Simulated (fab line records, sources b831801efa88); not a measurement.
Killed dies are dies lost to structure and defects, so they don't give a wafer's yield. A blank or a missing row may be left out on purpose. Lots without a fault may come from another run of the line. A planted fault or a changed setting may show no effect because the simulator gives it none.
Which tool did it? | flow gf180mcu | 13 lots, 39 wafers sampled, at 6 steps of a route of 602

WHAT THE GAUGES READ, wafer by wafer
GF_STI_THK_MEAS_04.
lot  | measured    | on            | STI_CVD_03_THK (nm)
L574 | day 2 00:34 | film_metro-02 | 205.8 204.3 206.6
L575 | day 2 05:19 | film_metro-02 | 206.0 206.8 207.0
L576 | day 2 10:33 | film_metro-02 | 202.9 204.3 203.3
L579 | day 3 03:25 | film_metro-04 | 210.9 211.0 212.4
L582 | day 3 16:26 | film_metro-04 | 205.5 206.9 207.8
L585 | day 4 06:34 | film_metro-01 | 206.3 204.9 203.6
L587 | day 4 17:29 | film_metro-02 | 206.5 207.4 208.3
L588 | day 4 21:34 | film_metro-04 | 210.4 211.1 209.8
L590 | day 5 08:16 | film_metro-02 | 206.6 205.0 203.6
L591 | day 5 12:34 | film_metro-04 | 208.7 207.8 209.7
L592 | day 5 17:45 | film_metro-04 | 210.3 209.2 211.5
L593 | day 5 22:34 | film_metro-01 | 207.2 209.5 205.8
L594 | day 6 03:34 | film_metro-01 | 205.1 204.5 204.1

GF_STI_THK_MEAS_24.
lot  | measured    | on            | STI_CVD_23_THK (nm)
L574 | day 2 14:26 | film_metro-02 | 672 670 678
L575 | day 2 19:51 | film_metro-01 | 691 697 685
L576 | day 3 07:08 | film_metro-02 | 684 676 673
L579 | day 3 17:04 | film_metro-04 | 688 669 686
L582 | day 4 07:20 | film_metro-02 | 681 687 685
L585 | day 4 21:34 | film_metro-01 | 683 683 685
L587 | day 5 09:02 | film_metro-01 | 691 671 691
L588 | day 5 12:53 | film_metro-01 | 683 669 675
L590 | day 6 01:16 | film_metro-01 | 678 689 683
L591 | day 6 04:59 | film_metro-04 | 682 681 689
L592 | day 6 10:41 | film_metro-04 | 699 699 684
L593 | day 6 15:06 | film_metro-04 | 682 675 685
L594 | day 6 19:49 | film_metro-01 | 696 682 687

GF_MVSD_OVL_MEAS_07.
lot  | measured    | on         | MVSD_OVL (nm)
L574 | day 4 18:31 | overlay-01 | 1.1 1.8 0.8
L575 | day 5 04:40 | overlay-02 | -2.6 -1.5 -1.8
L576 | day 5 20:26 | overlay-02 | 1.7 1.6 2.4
L579 | day 6 04:34 | overlay-01 | 1.2 -1.0 0.0
L582 | day 6 20:28 | overlay-02 | - - -
L585 | day 7 12:06 | overlay-01 | 1.4 1.6 2.2
L587 | day 7 23:44 | overlay-01 | 3.6 2.8 1.4
L588 | day 8 05:17 | overlay-02 | -2.1 -1.3 -1.5
L590 | day 8 18:13 | overlay-02 | 0.6 1.3 -0.3
L591 | day 8 22:59 | overlay-01 | -1.6 0.3 0.9
L592 | day 9 06:28 | overlay-01 | 1.4 1.1 0.3
L593 | day 9 10:19 | overlay-02 | -2.2 -1.2 -2.0
L594 | day 9 17:09 | overlay-01 | 1.5 0.5 2.0

GF_MVSD_TW_MEAS_11.
lot  | measured    | on            | MVSD_TW
L574 | day 4 18:58 | film_metro-02 | 1582 1582 1586
L575 | day 5 05:06 | film_metro-01 | 1602 1587 1596
L576 | day 5 20:53 | film_metro-03 | 1608 1595 1598
L579 | day 6 04:59 | film_metro-01 | 1593 1596 1596
L582 | day 6 20:54 | film_metro-03 | 30 30 30
L585 | day 7 12:32 | film_metro-01 | 1592 1588 1595
L587 | day 8 00:11 | film_metro-01 | 1601 1599 1598
L588 | day 8 05:44 | film_metro-02 | 1598 1594 1586
L590 | day 8 18:38 | film_metro-03 | 1596 1601 1592
L591 | day 8 23:26 | film_metro-02 | 1577 1584 1596
L592 | day 9 06:53 | film_metro-01 | 1603 1608 1602
L593 | day 9 10:44 | film_metro-02 | 1591 1588 1589
L594 | day 9 17:35 | film_metro-03 | 1592 1597 1597

GF_PSD_RS_MEAS_14: measures by four-point-probe.
lot  | measured     | on            | NSD_RS (ohm/sq)
L574 | day 14 10:02 | film_metro-03 | 45.91 45.98 46.02
L575 | day 15 02:40 | film_metro-04 | 46.11 46.10 46.19
L576 | day 15 23:53 | film_metro-03 | 45.99 46.08 46.01
L579 | day 16 14:48 | film_metro-03 | 45.96 45.97 46.06
L582 | day 18 08:22 | film_metro-02 | 46.04 45.86 46.04
L585 | day 19 09:07 | film_metro-04 | 46.10 46.08 46.05
L587 | day 19 22:12 | film_metro-04 | 46.17 46.09 45.95
L588 | day 19 22:41 | film_metro-04 | 46.06 46.04 46.03
L590 | day 20 15:29 | film_metro-03 | 45.92 45.98 45.96
L591 | day 20 21:59 | film_metro-04 | 46.12 46.21 46.19
L592 | day 21 04:45 | film_metro-04 | 46.04 46.06 45.96
L593 | day 21 08:25 | film_metro-04 | 46.14 46.04 46.00
L594 | day 21 15:23 | film_metro-02 | 45.91 45.96 46.00

WHICH TOOL RAN EACH LOT (tool, then ch and the chambers of the sampled wafers, then the start)
lot  | GF_MVSD_EXPOSE_04
L574 | iline_stepper-01 ch 0, day 4 12:03
L575 | iline_stepper-02 ch 0, day 4 21:51
L576 | iline_stepper-02 ch 0, day 5 13:24
L579 | iline_stepper-01 ch 0, day 5 21:29
L582 | iline_stepper-02 ch 0, day 6 13:08
L585 | iline_stepper-01 ch 0, day 7 04:46
L587 | iline_stepper-02 ch 0, day 7 16:43
L588 | iline_stepper-02 ch 0, day 7 21:43
L590 | iline_stepper-02 ch 0, day 8 10:11
L591 | iline_stepper-02 ch 0, day 8 15:16
L592 | iline_stepper-01 ch 0, day 8 22:02
L593 | iline_stepper-02 ch 0, day 9 02:07
L594 | iline_stepper-01 ch 0, day 9 08:32
- GF_MVSD_EXPOSE_04: exposes mask MVSD, target cd 1000 nm.

WHAT THE TOOLS THEMSELVES READ (means of the sampled wafers that have a number; where no wafer has one, the mark that the record gives instead)
The record holds no such reading with a usual standard deviation.

THE ANSWER, worked out from the rows above alone
Rule: what is usual is taken from the lots themselves. Put in order of their means at a reading, lots are off if they are a third of the lots or fewer, leave a main group of 4 or more, and stand apart from it by a gap of 3 or more times the standard deviation of the main group's means; of several such gaps the widest counts. A main group whose means are all the same, to the digits that the tables above print for the reading, isn't used. A lot without any number at a reading at which 4 lots or more have one is off too. The other lots that the step has rows for count as sound. The gauges are gone through in route order, then the tools' own readings, and for those a lot's mean is taken as printed above. The first step at which some lot is off is used, and at that step the reading that is off furthest; a lot without a number counts as furthest.
Off: L582, at GF_MVSD_OVL_MEAS_07 (MVSD_OVL). Without a number there: L582. The main group: mean 0.4 nm, standard deviation 1.5.
A tool fits if, at a process step before that reading, it ran every lot that is off, and no sound lot after the first of them. The gauges at GF_MVSD_OVL_MEAS_07 aren't tried: what is off there is off at GF_MVSD_TW_MEAS_11 too, on other tools, and a gauge's error can't cause that. None of those tried fits.

WHAT THE SIMULATOR HAD PUT IN
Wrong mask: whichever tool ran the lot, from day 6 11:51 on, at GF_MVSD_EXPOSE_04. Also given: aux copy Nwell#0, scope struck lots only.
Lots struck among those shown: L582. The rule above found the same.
